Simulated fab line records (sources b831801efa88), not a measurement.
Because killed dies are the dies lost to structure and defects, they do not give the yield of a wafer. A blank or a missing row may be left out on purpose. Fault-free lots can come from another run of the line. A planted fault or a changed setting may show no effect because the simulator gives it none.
Which tool did it? | flow sfq line | 14 lots with 42 wafers sampled at 3 steps, on a route of 325 steps

== WHAT THE GAUGES SHOWED, per wafer ==
The record holds no reading of a measuring or inspecting step that can be judged against a usual standard deviation.

== WHAT TOOL EACH LOT RAN ON (gives the tool, then ch and the chambers of the sampled wafers, and finally the start) ==
lot  | SFQ_TRILAYER_I0_CMP_CMP_028   | SFQ_TRILAYER_I0_METRO_MEASURE_029 | SFQ_TRILAYER_I0_VIA_ETCH_VIA_ETCH_034
L851 | cmp-02 ch 2,3, day 7 10:53    | film metro-02, day 7 13:43        | rie diel-01 ch 0,1,2, day 9 21:13
L852 | cmp-02 ch 0,1,2, day 7 17:55  | film metro-01, day 7 21:02        | rie diel-04 ch 1,2,3, day 10 04:25
L853 | cmp-01 ch 0,3, day 7 23:24    | film metro-02, day 8 02:31        | rie diel-04 ch 0,1,2, day 10 09:16
L855 | cmp-01 ch 0,3, day 8 11:53    | film metro-03, day 8 15:37        | rie diel-03 ch 0,1,3, day 10 23:37
L859 | cmp-01 ch 0,2, day 9 12:50    | film metro-02, day 9 16:09        | rie diel-03 ch 1,3, day 11 23:10
L860 | cmp-01 ch 2,3, day 10 01:20   | film metro-01, day 10 04:21       | rie diel-03 ch 0,1,3, day 12 09:58
L861 | cmp-02 ch 0,1, day 10 04:57   | film metro-02, day 10 07:46       | rie diel-03 ch 0,1, day 12 14:46
L863 | cmp-02 ch 0,1,3, day 11 05:31 | film metro-01, day 11 08:20       | rie diel-03 ch 0,1,3, day 13 09:58
L864 | cmp-01 ch 0,1,2, day 11 10:47 | film metro-03, day 11 13:25       | rie diel-03 ch 0,2, day 13 16:11
L869 | cmp-01 ch 2,3, day 12 16:17   | film metro-03, day 12 19:49       | rie diel-01 ch 0,3, day 15 10:17
L870 | cmp-02 ch 0,2,3, day 12 21:31 | film metro-03, day 12 23:44       | rie diel-03 ch 1,2,3, day 15 13:56
L872 | cmp-01 ch 0,1,3, day 13 05:44 | film metro-01, day 13 08:04       | rie diel-03 ch 1,2, day 15 23:29
L873 | cmp-01 ch 0,3, day 13 13:44   | film metro-02, day 13 17:04       | rie diel-03 ch 2,3, day 16 09:05
L874 | cmp-01 ch 0,2, day 13 16:44   | film metro-03, day 13 19:52       | rie diel-04 ch 0,2, day 16 12:41
- SFQ_TRILAYER_I0_CMP_CMP_028: polishes SiO2.
- SFQ_TRILAYER_I0_METRO_MEASURE_029
- SFQ_TRILAYER_I0_VIA_ETCH_VIA_ETCH_034: etches SiO2 in CHF3, stops on Nb, target depth 260 nm.

== WHAT THE TOOLS THEMSELVES READ (means of the sampled wafers that have a number; where no wafer has one, the mark that the record gives instead) ==
SFQ_TRILAYER_I0_CMP_CMP_028.
lot  | tool   | edge zone pressure frac | head pressure psi (psi) | motor current A (A) | slurry flow ml min | time to endpoint s (s)
L851 | cmp-02 | 1.000                   | 3.001                   | 10.7                | 150.4              | 209
L852 | cmp-02 | 0.999                   | 2.997                   | 11.0                | 150.1              | 217
L853 | cmp-01 | 0.998                   | 3.003                   | 11.6                | 149.9              | 227
L855 | cmp-01 | 1.001                   | 2.998                   | 10.5                | 150.2              | 233
L859 | cmp-01 | 1.003                   | 3.001                   | 10.8                | 150.0              | 223
L860 | cmp-01 | 1.003                   | 3.002                   | 9.6                 | 149.5              | 222
L861 | cmp-02 | 1.005                   | 3.000                   | 10.9                | 149.7              | 212
L863 | cmp-02 | 1.000                   | 3.001                   | 10.5                | 149.4              | 210
L864 | cmp-01 | 1.000                   | 2.998                   | 10.2                | 149.9              | 216
L869 | cmp-01 | 1.004                   | 3.004                   | 9.7                 | 149.9              | 216
L870 | cmp-02 | 1.004                   | 2.995                   | 11.0                | 149.8              | 215
L872 | cmp-01 | -                       | -                       | -                   | -                  | -
L873 | cmp-01 | -                       | -                       | -                   | -                  | -
L874 | cmp-01 | 1.000                   | 3.005                   | 10.8                | 149.9              | 219

SFQ_TRILAYER_I0_METRO_MEASURE_029.
lot  | tool          | thk nm (nm)
L851 | film metro-02 | 199.0
L852 | film metro-01 | 199.6
L853 | film metro-02 | 201.0
L855 | film metro-03 | 202.2
L859 | film metro-02 | 201.2
L860 | film metro-01 | 200.2
L861 | film metro-02 | 201.2
L863 | film metro-01 | 199.2
L864 | film metro-03 | 199.3
L869 | film metro-03 | 199.5
L870 | film metro-03 | 199.0
L872 | film metro-01 | 500.9
L873 | film metro-02 | 503.0
L874 | film metro-03 | 199.2

SFQ_TRILAYER_I0_VIA_ETCH_VIA_ETCH_034.
lot  | tool        | drypump motor current A (A) | oes product au (a.u.)
L851 | rie diel-01 | 5.65                        | 0.852
L852 | rie diel-04 | 5.63                        | 0.853
L853 | rie diel-04 | 5.59                        | 0.852
L855 | rie diel-03 | 5.61                        | 0.856
L859 | rie diel-03 | 5.67                        | 0.855
L860 | rie diel-03 | 5.63                        | 0.862
L861 | rie diel-03 | 5.51                        | 0.859
L863 | rie diel-03 | 5.64                        | 0.857
L864 | rie diel-03 | 5.66                        | 0.856
L869 | rie diel-01 | 5.96                        | 0.852
L870 | rie diel-03 | 5.72                        | 0.854
L872 | rie diel-03 | 5.71                        | 1.605
L873 | rie diel-03 | 5.77                        | 1.622
L874 | rie diel-04 | 5.71                        | 0.847

== THE ANSWER, worked out from the rows above alone ==
Rule: what is usual is taken from the lots themselves. The widest of any qualifying gaps counts: lots, ordered by their means at a reading, are off when they make up no more than a third of the lots, leave a main group of 4 or more, and stand apart from it by 3 or more times the standard deviation of that group's means. If all means in a main group match to the digits the tables above print for the reading, that group is not used. A lot without any number at a reading at which 4 lots or more have one is off too. All remaining lots with rows at the step are treated as sound. First the gauges in route order, then the tools' own readings, where a lot's mean is used as printed above. At the first step where some lot is off, the reading lying furthest off is the one used; lots without a number count as furthest.
Off: L872, L873 (SFQ_TRILAYER_I0_CMP_CMP_028, edge zone pressure frac). Without a number there: L872, L873. For the main group the mean is 1.001 and the standard deviation 0.0022.
A tool fits if, at that step or a process step before it, it ran every lot that is off, and no sound lot after the first of them. No candidate that was tried fits.

== WHAT THE SIMULATOR PUT IN ==
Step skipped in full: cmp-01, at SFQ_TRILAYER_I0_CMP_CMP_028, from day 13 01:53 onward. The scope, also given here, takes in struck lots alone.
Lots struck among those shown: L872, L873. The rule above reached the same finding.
